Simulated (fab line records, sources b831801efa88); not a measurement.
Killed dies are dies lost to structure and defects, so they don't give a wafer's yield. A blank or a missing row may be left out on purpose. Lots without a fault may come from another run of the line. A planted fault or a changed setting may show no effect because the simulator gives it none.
Which tool did it? | flow sky130 | 7 lots, 21 wafers sampled, at 3 steps of a route of 708

WHAT THE GAUGES READ, wafer by wafer
SKY_VT_ADJUST_HVTR_TW_MEAS_11.
lot  | measured     | on            | VT_ADJUST_HVTR_TW
L188 | day 9 11:25  | film_metro-02 | 216 216 217
L191 | day 10 14:29 | film_metro-02 | 218 219 219
L197 | day 13 06:56 | film_metro-02 | 218 217 217
L200 | day 13 23:47 | film_metro-02 | 217 218 217
L202 | day 14 11:23 | film_metro-04 | 29 29 29
L206 | day 15 09:00 | film_metro-02 | 31 31 31
L209 | day 16 04:04 | film_metro-03 | 209 209 210

WHICH TOOL RAN EACH LOT (tool, then ch and the chambers of the sampled wafers, then the start)
lot  | SKY_NWELL_STRIP_25                   | SKY_VT_ADJUST_HVTR_IMPLANT_09
L188 | plasma_asher-02 ch 1, day 5 10:07    | implanter-03 ch 0, day 9 11:10
L191 | plasma_asher-04 ch 0,1, day 6 08:11  | implanter-04 ch 0, day 10 14:15
L197 | plasma_asher-04 ch 0,1, day 8 10:17  | implanter-01 ch 0, day 13 06:43
L200 | plasma_asher-01 ch 0, day 9 00:49    | implanter-03 ch 0, day 13 23:33
L202 | plasma_asher-01 ch 0,1, day 9 09:46  | implanter-04, day 14 11:09
L206 | plasma_asher-02 ch 0,1, day 10 04:24 | implanter-03, day 15 08:47
L209 | plasma_asher-02 ch 0,1, day 10 19:59 | implanter-03 ch 0, day 16 03:49
- SKY_NWELL_STRIP_25: strips in O2/N2.
- SKY_VT_ADJUST_HVTR_IMPLANT_09

THE ANSWER, worked out from the rows above alone
Rule: what is usual is taken from the lots themselves. Put in order of their means at a reading, lots are off if they are a third of the lots or fewer, leave a main group of 4 or more, and stand apart from it by a gap of 3 or more times the standard deviation of the main group's means; of several such gaps the widest counts. A main group whose means are all the same, to the digits that the tables above print for the reading, isn't used. A lot without any number at a reading at which 4 lots or more have one is off too. The other lots that the step has rows for count as sound.
Off: L202, L206, at SKY_VT_ADJUST_HVTR_TW_MEAS_11 (VT_ADJUST_HVTR_TW). The main group: mean 216, standard deviation 3.3.
A tool fits if, at a process step before that reading, it ran every lot that is off, and no sound lot after the first of them. The gauges at SKY_VT_ADJUST_HVTR_TW_MEAS_11 are tried like those tools. None of those tried fits.

WHAT THE SIMULATOR HAD PUT IN
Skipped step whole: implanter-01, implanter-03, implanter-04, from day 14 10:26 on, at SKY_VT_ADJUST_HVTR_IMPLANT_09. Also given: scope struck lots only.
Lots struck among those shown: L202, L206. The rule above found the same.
